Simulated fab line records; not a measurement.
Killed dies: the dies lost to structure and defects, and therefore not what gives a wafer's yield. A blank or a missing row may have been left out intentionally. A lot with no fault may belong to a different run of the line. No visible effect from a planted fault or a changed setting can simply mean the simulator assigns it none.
fab line records / flow gf180mcu / part 2 of 2: steps 28 to 36 of 36
record lots=5 wafers=15 last-day=34
route steps=602 shown M1@321 V1@335
lots that met no fault: from a run of the same line without faults
start-h: hours from the record's first day to the start of the lot's first wafer shown / wait-h: time in hours since the lot's previous step / " identical to the entry in the row above / L1.1+2: several wafers, shown together as one row / - value missing, or start not given / * or withheld: withheld / < > ~ a bound
route shown NAME@n: names a module that has steps shown in the file, with the first one's number in the route / usual: average and standard deviation across the fault-free wafers / same: alike in all rows / chamber/n: place in a boat / sites: per-site readings / _std_site: standard deviation across them / _edge_site: outer sites' mean less inner sites' / radius-mm: for every site, how far away it sits from the centre of the wafer / mask NAME#n: copy n / behind: the tool/chamber that last shaped the wafer / hold: cause of the lot's hold/its duration in hours/its outcome / device: names the non-switching transistor (n, p or np) / end of line: the same wafers' tests at the end of the route / for a step that has no rows: nothing shown but its recipe / killed: not the wafer's yield, but the dies lost to structure and defects at the first sort / map: a wafer's dies, x killed, . not, _ none there
set.NAME: the setting the step ran with; set.NAME@STEP: the setting that earlier step ran with / model.NAME: the simulator's own value behind a step, which no gauge read
lots at selected steps of the route; one table per step, one row per wafer
services: from which hour (start-h, from the record's first day; less than 0 if before it) a tool's chamber was out of use, for how many hours, and why
## steps
# step GF_V1_DEVELOP_13
# recipe develop-time-s=60 resist=KrF dev-temp-c=21
# usual exhaust-pa=45.1/0.95
lot.wafer=L078.1 tool=litho-track-02 chamber=0 start-h=458.92 wait-h=0.2 exhaust-pa=46.9
lot.wafer=L078.4 tool=litho-track-02 chamber=0 start-h=458.92 wait-h=0.2 exhaust-pa=45.6
lot.wafer=L078.6 tool=litho-track-02 chamber=0 start-h=458.92 wait-h=0.2 exhaust-pa=46.8
lot.wafer=L080.1 tool=litho-track-02 chamber=0 start-h=481.42 wait-h=0.2 exhaust-pa=46.2
lot.wafer=L080.4 tool=litho-track-02 chamber=0 start-h=481.42 wait-h=0.2 exhaust-pa=45.9
lot.wafer=L080.5 tool=litho-track-02 chamber=0 start-h=481.42 wait-h=0.2 exhaust-pa=45.4
lot.wafer=L082.1 tool=litho-track-02 chamber=0 start-h=495.56 wait-h=0.2 exhaust-pa=45.2
lot.wafer=L082.3 tool=litho-track-02 chamber=0 start-h=495.56 wait-h=0.2 exhaust-pa=45.9
lot.wafer=L082.6 tool=litho-track-02 chamber=0 start-h=495.56 wait-h=0.2 exhaust-pa=45.3
lot.wafer=L096.2 tool=litho-track-02 chamber=0 start-h=602.59 wait-h=0.2 exhaust-pa=43.4
lot.wafer=L096.4 tool=litho-track-02 chamber=0 start-h=602.59 wait-h=0.2 exhaust-pa=44.8
lot.wafer=L096.5 tool=litho-track-02 chamber=0 start-h=602.59 wait-h=0.2 exhaust-pa=44.6
lot.wafer=L097.3 tool=litho-track-03 chamber=0 start-h=611.45 wait-h=0.1 exhaust-pa=44.9
lot.wafer=L097.5 tool=litho-track-03 chamber=0 start-h=611.45 wait-h=0.1 exhaust-pa=47.1
lot.wafer=L097.6 tool=litho-track-03 chamber=0 start-h=611.45 wait-h=0.1 exhaust-pa=44.6
# step GF_V1_CD_MEAS_14
# recipe target-cd-nm=260
# usual cd-nm=259.9/1.3
lot.wafer=L078.1 tool=cd-sem-02 chamber=- start-h=459.07 wait-h=0.1 cd-nm=259.0
lot.wafer=L078.4 tool=cd-sem-02 chamber=- start-h=459.07 wait-h=0.1 cd-nm=258.4
lot.wafer=L078.6 tool=cd-sem-02 chamber=- start-h=459.07 wait-h=0.1 cd-nm=258.3
lot.wafer=L080.1 tool=cd-sem-01 chamber=- start-h=481.57 wait-h=0.1 cd-nm=261.5
lot.wafer=L080.4 tool=cd-sem-01 chamber=- start-h=481.57 wait-h=0.1 cd-nm=261.5
lot.wafer=L080.5 tool=cd-sem-01 chamber=- start-h=481.57 wait-h=0.1 cd-nm=261.6
lot.wafer=L082.1 tool=cd-sem-01 chamber=- start-h=495.71 wait-h=0.1 cd-nm=258.5
lot.wafer=L082.3 tool=cd-sem-01 chamber=- start-h=495.71 wait-h=0.1 cd-nm=259.6
lot.wafer=L082.6 tool=cd-sem-01 chamber=- start-h=495.71 wait-h=0.1 cd-nm=259.2
lot.wafer=L096.2 tool=cd-sem-01 chamber=- start-h=602.73 wait-h=0.1 cd-nm=259.9
lot.wafer=L096.4 tool=cd-sem-01 chamber=- start-h=602.73 wait-h=0.1 cd-nm=259.5
lot.wafer=L096.5 tool=cd-sem-01 chamber=- start-h=602.73 wait-h=0.1 cd-nm=260.1
lot.wafer=L097.3 tool=cd-sem-02 chamber=- start-h=611.59 wait-h=0.1 cd-nm=259.3
lot.wafer=L097.5 tool=cd-sem-02 chamber=- start-h=611.59 wait-h=0.1 cd-nm=259.9
lot.wafer=L097.6 tool=cd-sem-02 chamber=- start-h=611.59 wait-h=0.1 cd-nm=259.4
# step GF_V1_OVL_MEAS_15
# usual V1_OVL=0/5.1
lot.wafer=L078.1 tool=overlay-01 chamber=- start-h=459.19 wait-h=0.1 V1_OVL[nm]=-3
lot.wafer=L078.4 tool=overlay-01 chamber=- start-h=459.19 wait-h=0.1 V1_OVL[nm]=-5
lot.wafer=L078.6 tool=overlay-01 chamber=- start-h=459.19 wait-h=0.1 V1_OVL[nm]=-8
lot.wafer=L080.1 tool=overlay-01 chamber=- start-h=481.69 wait-h=0.1 V1_OVL[nm]=8
lot.wafer=L080.4 tool=overlay-01 chamber=- start-h=481.69 wait-h=0.1 V1_OVL[nm]=3
lot.wafer=L080.5 tool=overlay-01 chamber=- start-h=481.69 wait-h=0.1 V1_OVL[nm]=5
lot.wafer=L082.1 tool=overlay-01 chamber=- start-h=495.83 wait-h=0.1 V1_OVL[nm]=2
lot.wafer=L082.3 tool=overlay-01 chamber=- start-h=495.83 wait-h=0.1 V1_OVL[nm]=1
lot.wafer=L082.6 tool=overlay-01 chamber=- start-h=495.83 wait-h=0.1 V1_OVL[nm]=4
lot.wafer=L096.2 tool=overlay-02 chamber=- start-h=602.84 wait-h=0.1 V1_OVL[nm]=-1
lot.wafer=L096.4 tool=overlay-02 chamber=- start-h=602.84 wait-h=0.1 V1_OVL[nm]=7
lot.wafer=L096.5 tool=overlay-02 chamber=- start-h=602.84 wait-h=0.1 V1_OVL[nm]=6
lot.wafer=L097.3 tool=overlay-01 chamber=- start-h=611.68 wait-h=0.1 V1_OVL[nm]=-2
lot.wafer=L097.5 tool=overlay-01 chamber=- start-h=611.68 wait-h=0.1 V1_OVL[nm]=-2
lot.wafer=L097.6 tool=overlay-01 chamber=- start-h=611.68 wait-h=0.1 V1_OVL[nm]=-12
# step GF_V1_ETCH_16
# recipe chemistry=N2/H2 target-depth-a=withheld overetch-a=withheld time-s=withheld target=BARC ion-energy-ev=200 source-w=500 bias-w=100 pressure-mtorr=30 n2-flow-sccm=100 h2-flow-sccm=200
# usual bias-w=100.00/0.28 drypump-motor-current-A=5.7/0.36 h2-flow-sccm=200.0/0.57 oes-product-au=0.854/0.0046 throttle-valve-pct=13.225/0.0088
lot.wafer=L078.1 tool=rie-diel-01 chamber=3 start-h=459.22 wait-h=0.0 bias-w=100.28 drypump-motor-current-A=5.5 h2-flow-sccm=201.0 oes-product-au=0.849 throttle-valve-pct=13.221
lot.wafer=L078.4 tool=rie-diel-01 chamber=1 start-h=459.22 wait-h=0.0 bias-w=99.64 drypump-motor-current-A=5.3 h2-flow-sccm=200.3 oes-product-au=0.856 throttle-valve-pct=13.244
lot.wafer=L078.6 tool=rie-diel-01 chamber=1 start-h=459.22 wait-h=0.0 bias-w=99.93 drypump-motor-current-A=5.3 h2-flow-sccm=200.8 oes-product-au=0.848 throttle-valve-pct=13.227
lot.wafer=L080.1 tool=rie-diel-03 chamber=0 start-h=481.72 wait-h=0.0 bias-w=100.35 drypump-motor-current-A=5.8 h2-flow-sccm=199.8 oes-product-au=0.859 throttle-valve-pct=13.239
lot.wafer=L080.4 tool=rie-diel-03 chamber=3 start-h=481.72 wait-h=0.0 bias-w=100.27 drypump-motor-current-A=5.7 h2-flow-sccm=200.1 oes-product-au=0.864 throttle-valve-pct=13.222
lot.wafer=L080.5 tool=rie-diel-03 chamber=0 start-h=481.72 wait-h=0.0 bias-w=100.47 drypump-motor-current-A=5.8 h2-flow-sccm=199.8 oes-product-au=0.856 throttle-valve-pct=13.237
lot.wafer=L082.1 tool=rie-diel-03 chamber=1 start-h=495.87 wait-h=0.0 bias-w=99.94 drypump-motor-current-A=6.5 h2-flow-sccm=200.2 oes-product-au=0.854 throttle-valve-pct=13.225
lot.wafer=L082.3 tool=rie-diel-03 chamber=2 start-h=495.87 wait-h=0.0 bias-w=100.37 drypump-motor-current-A=5.6 h2-flow-sccm=199.7 oes-product-au=0.848 throttle-valve-pct=13.227
lot.wafer=L082.6 tool=rie-diel-03 chamber=1 start-h=495.87 wait-h=0.0 bias-w=99.77 drypump-motor-current-A=6.6 h2-flow-sccm=199.7 oes-product-au=0.858 throttle-valve-pct=13.230
lot.wafer=L096.2 tool=rie-diel-03 chamber=0 start-h=602.87 wait-h=0.0 bias-w=99.83 drypump-motor-current-A=5.8 h2-flow-sccm=200.0 oes-product-au=0.847 throttle-valve-pct=13.217
lot.wafer=L096.4 tool=rie-diel-03 chamber=2 start-h=602.87 wait-h=0.0 bias-w=99.94 drypump-motor-current-A=5.5 h2-flow-sccm=200.2 oes-product-au=0.846 throttle-valve-pct=13.240
lot.wafer=L096.5 tool=rie-diel-03 chamber=3 start-h=602.87 wait-h=0.0 bias-w=99.85 drypump-motor-current-A=5.7 h2-flow-sccm=199.4 oes-product-au=0.847 throttle-valve-pct=13.232
lot.wafer=L097.3 tool=rie-diel-03 chamber=0 start-h=611.70 wait-h=0.0 bias-w=99.62 drypump-motor-current-A=5.8 h2-flow-sccm=200.5 oes-product-au=0.860 throttle-valve-pct=13.228
lot.wafer=L097.5 tool=rie-diel-03 chamber=2 start-h=611.70 wait-h=0.0 bias-w=99.64 drypump-motor-current-A=5.5 h2-flow-sccm=200.3 oes-product-au=0.857 throttle-valve-pct=13.213
lot.wafer=L097.6 tool=rie-diel-03 chamber=1 start-h=611.70 wait-h=0.0 bias-w=100.20 drypump-motor-current-A=6.5 h2-flow-sccm=199.5 oes-product-au=0.850 throttle-valve-pct=13.205
# step GF_V1_ETCH_17
# recipe chemistry=C4F8/O2/Ar mask-material=KrF target=SiO2 stop-on=TiN source-w=1500 bias-w=1200 pressure-mtorr=40 c4f8-flow-sccm=withheld O2_flow_sccm=6 Ar_flow_sccm=300 time-s=withheld target-depth-a=6300
# usual bias-w=1200/3.9 oes-product-au=0.856/0.0044
lot.wafer=L078.1 tool=rie-diel-01 chamber=3 start-h=- wait-h=- bias-w=1202 oes-product-au=0.861
lot.wafer=L078.4 tool=rie-diel-01 chamber=1 start-h=- wait-h=- bias-w=1211 oes-product-au=0.860
lot.wafer=L078.6 tool=rie-diel-01 chamber=1 start-h=- wait-h=- bias-w=1205 oes-product-au=0.861
lot.wafer=L080.1 tool=rie-diel-03 chamber=0 start-h=- wait-h=- bias-w=1196 oes-product-au=0.853
lot.wafer=L080.4 tool=rie-diel-03 chamber=3 start-h=- wait-h=- bias-w=1201 oes-product-au=0.859
lot.wafer=L080.5 tool=rie-diel-03 chamber=0 start-h=- wait-h=- bias-w=1198 oes-product-au=0.862
lot.wafer=L082.1 tool=rie-diel-03 chamber=1 start-h=- wait-h=- bias-w=1200 oes-product-au=0.858
lot.wafer=L082.3 tool=rie-diel-03 chamber=2 start-h=- wait-h=- bias-w=1200 oes-product-au=0.857
lot.wafer=L082.6 tool=rie-diel-03 chamber=1 start-h=- wait-h=- bias-w=1196 oes-product-au=0.860
lot.wafer=L096.2 tool=rie-diel-03 chamber=0 start-h=- wait-h=- bias-w=1202 oes-product-au=0.857
lot.wafer=L096.4 tool=rie-diel-03 chamber=2 start-h=- wait-h=- bias-w=1204 oes-product-au=0.855
lot.wafer=L096.5 tool=rie-diel-03 chamber=3 start-h=- wait-h=- bias-w=1207 oes-product-au=0.858
lot.wafer=L097.3 tool=rie-diel-03 chamber=0 start-h=- wait-h=- bias-w=1194 oes-product-au=0.857
lot.wafer=L097.5 tool=rie-diel-03 chamber=2 start-h=- wait-h=- bias-w=1195 oes-product-au=0.854
lot.wafer=L097.6 tool=rie-diel-03 chamber=1 start-h=- wait-h=- bias-w=1198 oes-product-au=0.857
# step GF_V1_STRIP_18
# recipe chemistry=O2/N2 power-w=1400 pressure-mtorr=1500 platen-temp-c=250 o2-flow-sccm=3000 n2-flow-sccm=300 overash-fraction=0.5
# usual drypump-motor-current-A=5.8/0.39 heater-power-w=333/32 oes-product-au=0.593/0.0053
lot.wafer=L078.1 tool=plasma-asher-02 chamber=0 start-h=459.35 wait-h=- drypump-motor-current-A=6.2 heater-power-w=384 oes-product-au=0.587 rf-hours-counter-h=69
lot.wafer=L078.4 tool=plasma-asher-02 chamber=1 start-h=459.35 wait-h=- drypump-motor-current-A=5.9 heater-power-w=336 oes-product-au=0.596 rf-hours-counter-h=-
lot.wafer=L078.6 tool=plasma-asher-02 chamber=0 start-h=459.35 wait-h=- drypump-motor-current-A=6.2 heater-power-w=379 oes-product-au=0.596 rf-hours-counter-h=-
lot.wafer=L080.1 tool=plasma-asher-03 chamber=0 start-h=481.85 wait-h=- drypump-motor-current-A=6.0 heater-power-w=316 oes-product-au=0.592 rf-hours-counter-h=85
lot.wafer=L080.4 tool=plasma-asher-03 chamber=0 start-h=481.85 wait-h=- drypump-motor-current-A=6.0 heater-power-w=317 oes-product-au=0.590 rf-hours-counter-h=-
lot.wafer=L080.5 tool=plasma-asher-03 chamber=1 start-h=481.85 wait-h=- drypump-motor-current-A=5.9 heater-power-w=260 oes-product-au=0.598 rf-hours-counter-h=-
lot.wafer=L082.1 tool=plasma-asher-01 chamber=1 start-h=496.00 wait-h=- drypump-motor-current-A=5.2 heater-power-w=308 oes-product-au=0.598 rf-hours-counter-h=33
lot.wafer=L082.3 tool=plasma-asher-01 chamber=0 start-h=496.00 wait-h=- drypump-motor-current-A=5.2 heater-power-w=322 oes-product-au=0.586 rf-hours-counter-h=-
lot.wafer=L082.6 tool=plasma-asher-01 chamber=1 start-h=496.00 wait-h=- drypump-motor-current-A=5.3 heater-power-w=315 oes-product-au=0.597 rf-hours-counter-h=-
lot.wafer=L096.2 tool=plasma-asher-03 chamber=0 start-h=603.00 wait-h=- drypump-motor-current-A=6.0 heater-power-w=326 oes-product-au=0.602 rf-hours-counter-h=97
lot.wafer=L096.4 tool=plasma-asher-03 chamber=1 start-h=603.00 wait-h=- drypump-motor-current-A=5.9 heater-power-w=260 oes-product-au=0.593 rf-hours-counter-h=-
lot.wafer=L096.5 tool=plasma-asher-03 chamber=1 start-h=603.00 wait-h=- drypump-motor-current-A=5.9 heater-power-w=260 oes-product-au=0.593 rf-hours-counter-h=-
lot.wafer=L097.3 tool=plasma-asher-01 chamber=0 start-h=611.86 wait-h=- drypump-motor-current-A=5.2 heater-power-w=317 oes-product-au=0.596 rf-hours-counter-h=-
lot.wafer=L097.5 tool=plasma-asher-01 chamber=0 start-h=611.86 wait-h=- drypump-motor-current-A=5.2 heater-power-w=310 oes-product-au=0.595 rf-hours-counter-h=-
lot.wafer=L097.6 tool=plasma-asher-01 chamber=1 start-h=611.86 wait-h=- drypump-motor-current-A=5.3 heater-power-w=315 oes-product-au=0.596 rf-hours-counter-h=-
# step GF_V1_STRIP_19
# recipe chemistry=post-etch-residue-remover time-s=1200 temp-c=72.5
# usual bath-guard-temp-C=72.5/0.52
lot.wafer=L078.1 tool=wet-bench-04 chamber=0 start-h=459.45 wait-h=0.1 bath-guard-temp-C=71.6
lot.wafer=L078.4 tool=wet-bench-04 chamber=0 start-h=459.45 wait-h=0.1 bath-guard-temp-C=72.1
lot.wafer=L078.6 tool=wet-bench-04 chamber=0 start-h=459.45 wait-h=0.1 bath-guard-temp-C=71.6
lot.wafer=L080.1 tool=wet-bench-02 chamber=0 start-h=481.95 wait-h=0.1 bath-guard-temp-C=73.1
lot.wafer=L080.4 tool=wet-bench-02 chamber=0 start-h=481.95 wait-h=0.1 bath-guard-temp-C=72.8
lot.wafer=L080.5 tool=wet-bench-02 chamber=0 start-h=481.95 wait-h=0.1 bath-guard-temp-C=73.0
lot.wafer=L082.1 tool=wet-bench-03 chamber=0 start-h=496.10 wait-h=0.1 bath-guard-temp-C=72.7
lot.wafer=L082.3 tool=wet-bench-03 chamber=0 start-h=496.10 wait-h=0.1 bath-guard-temp-C=72.4
lot.wafer=L082.6 tool=wet-bench-03 chamber=0 start-h=496.10 wait-h=0.1 bath-guard-temp-C=72.7
lot.wafer=L096.2 tool=wet-bench-04 chamber=1 start-h=603.10 wait-h=0.1 bath-guard-temp-C=72.6
lot.wafer=L096.4 tool=wet-bench-04 chamber=1 start-h=603.10 wait-h=0.1 bath-guard-temp-C=72.7
lot.wafer=L096.5 tool=wet-bench-04 chamber=1 start-h=603.10 wait-h=0.1 bath-guard-temp-C=72.7
lot.wafer=L097.3 tool=wet-bench-02 chamber=2 start-h=611.93 wait-h=0.0 bath-guard-temp-C=73.6
lot.wafer=L097.5 tool=wet-bench-02 chamber=2 start-h=611.93 wait-h=0.0 bath-guard-temp-C=73.2
lot.wafer=L097.6 tool=wet-bench-02 chamber=2 start-h=611.93 wait-h=0.0 bath-guard-temp-C=73.0
# step GF_V1_CLEAN_20
# recipe chemistry=DIW dry=n2-spin
lot.wafer=L078.1+4+6 tool=wet-bench-02 chamber=2 start-h=459.86 wait-h=0.0
lot.wafer=L080.1+4+5 tool=wet-bench-03 chamber=1 start-h=482.29 wait-h=0.0
lot.wafer=L082.1+3+6 tool=wet-bench-02 chamber=2 start-h=496.47 wait-h=0.0
lot.wafer=L096.2+4+5 tool=wet-bench-02 chamber=3 start-h=603.44 wait-h=0.0
lot.wafer=L097.3+5+6 tool=wet-bench-03 chamber=0 start-h=612.34 wait-h=0.0
# step GF_V1_SPUTTER_21
# recipe material=Ti target-thk-nm=15 chamber-pressure-pa=5 power-w=2500 substrate-temp-c=200 time-s=80.02
# usual chamber-pressure-pa=4.999/0.011 throttle-valve-pct=30.4/0.98
lot.wafer=L078.1 tool=pvd-sputter-04 chamber=- start-h=459.95 wait-h=0.0 chamber-pressure-pa=4.989 throttle-valve-pct=30.0
lot.wafer=L078.4 tool=pvd-sputter-04 chamber=- start-h=459.95 wait-h=0.0 chamber-pressure-pa=4.992 throttle-valve-pct=30.8
lot.wafer=L078.6 tool=pvd-sputter-04 chamber=- start-h=459.95 wait-h=0.0 chamber-pressure-pa=4.991 throttle-valve-pct=30.6
lot.wafer=L080.1 tool=pvd-sputter-03 chamber=- start-h=482.38 wait-h=0.0 chamber-pressure-pa=5.004 throttle-valve-pct=28.9
lot.wafer=L080.4 tool=pvd-sputter-03 chamber=- start-h=482.38 wait-h=0.0 chamber-pressure-pa=5.002 throttle-valve-pct=30.8
lot.wafer=L080.5 tool=pvd-sputter-03 chamber=- start-h=482.38 wait-h=0.0 chamber-pressure-pa=4.997 throttle-valve-pct=30.8
lot.wafer=L082.1 tool=pvd-sputter-03 chamber=- start-h=496.56 wait-h=0.0 chamber-pressure-pa=4.975 throttle-valve-pct=28.7
lot.wafer=L082.3 tool=pvd-sputter-03 chamber=- start-h=496.56 wait-h=0.0 chamber-pressure-pa=4.992 throttle-valve-pct=30.3
lot.wafer=L082.6 tool=pvd-sputter-03 chamber=- start-h=496.56 wait-h=0.0 chamber-pressure-pa=4.997 throttle-valve-pct=28.6
lot.wafer=L096.2 tool=pvd-sputter-03 chamber=- start-h=603.53 wait-h=0.0 chamber-pressure-pa=4.991 throttle-valve-pct=29.5
lot.wafer=L096.4 tool=pvd-sputter-03 chamber=- start-h=603.53 wait-h=0.0 chamber-pressure-pa=4.992 throttle-valve-pct=29.0
lot.wafer=L096.5 tool=pvd-sputter-03 chamber=- start-h=603.53 wait-h=0.0 chamber-pressure-pa=4.998 throttle-valve-pct=28.8
lot.wafer=L097.3 tool=pvd-sputter-04 chamber=- start-h=612.44 wait-h=0.0 chamber-pressure-pa=5.007 throttle-valve-pct=30.6
lot.wafer=L097.5 tool=pvd-sputter-04 chamber=- start-h=612.44 wait-h=0.0 chamber-pressure-pa=4.996 throttle-valve-pct=30.6
lot.wafer=L097.6 tool=pvd-sputter-04 chamber=- start-h=612.44 wait-h=0.0 chamber-pressure-pa=5.004 throttle-valve-pct=30.8
## services
tool=krf-scanner-01 chamber=- start-h=419.47 hours=0.6 kind=repair
tool=krf-scanner-02 chamber=- start-h=437.52 hours=1.0 kind=pm
tool=krf-scanner-01 chamber=- start-h=444.69 hours=1.5 kind=repair
tool=plasma-asher-01 chamber=- start-h=447.01 hours=16.1 kind=repair
tool=krf-scanner-02 chamber=- start-h=451.49 hours=0.8 kind=pm
tool=krf-scanner-01 chamber=- start-h=476.39 hours=1.3 kind=pm
tool=rie-diel-03 chamber=1 start-h=478.43 hours=7.7 kind=repair
tool=hdpcvd-01 chamber=- start-h=482.65 hours=1.8 kind=repair
tool=wet-bench-02 chamber=- start-h=485.17 hours=4.4 kind=pm
tool=cmp-01 chamber=- start-h=490.02 hours=2.7 kind=repair
tool=krf-scanner-01 chamber=- start-h=507.61 hours=0.3 kind=repair
tool=krf-scanner-01 chamber=- start-h=510.10 hours=3.6 kind=pm
tool=wet-bench-04 chamber=- start-h=526.89 hours=1.0 kind=repair
tool=krf-scanner-01 chamber=- start-h=532.22 hours=0.8 kind=pm
tool=plasma-asher-01 chamber=- start-h=536.57 hours=8.6 kind=repair
tool=krf-scanner-01 chamber=- start-h=563.27 hours=1.0 kind=pm
tool=krf-scanner-02 chamber=- start-h=566.72 hours=1.3 kind=pm
tool=rie-diel-03 chamber=0 start-h=568.71 hours=9.6 kind=repair
tool=wet-bench-04 chamber=- start-h=571.21 hours=4.4 kind=pm
tool=krf-scanner-02 chamber=- start-h=576.64 hours=0.1 kind=repair
tool=krf-scanner-02 chamber=- start-h=579.28 hours=0.8 kind=pm
tool=rie-diel-03 chamber=1 start-h=586.75 hours=2.4 kind=repair
tool=wet-bench-03 chamber=- start-h=592.26 hours=1.1 kind=repair
tool=krf-scanner-02 chamber=- start-h=603.87 hours=11.6 kind=pm
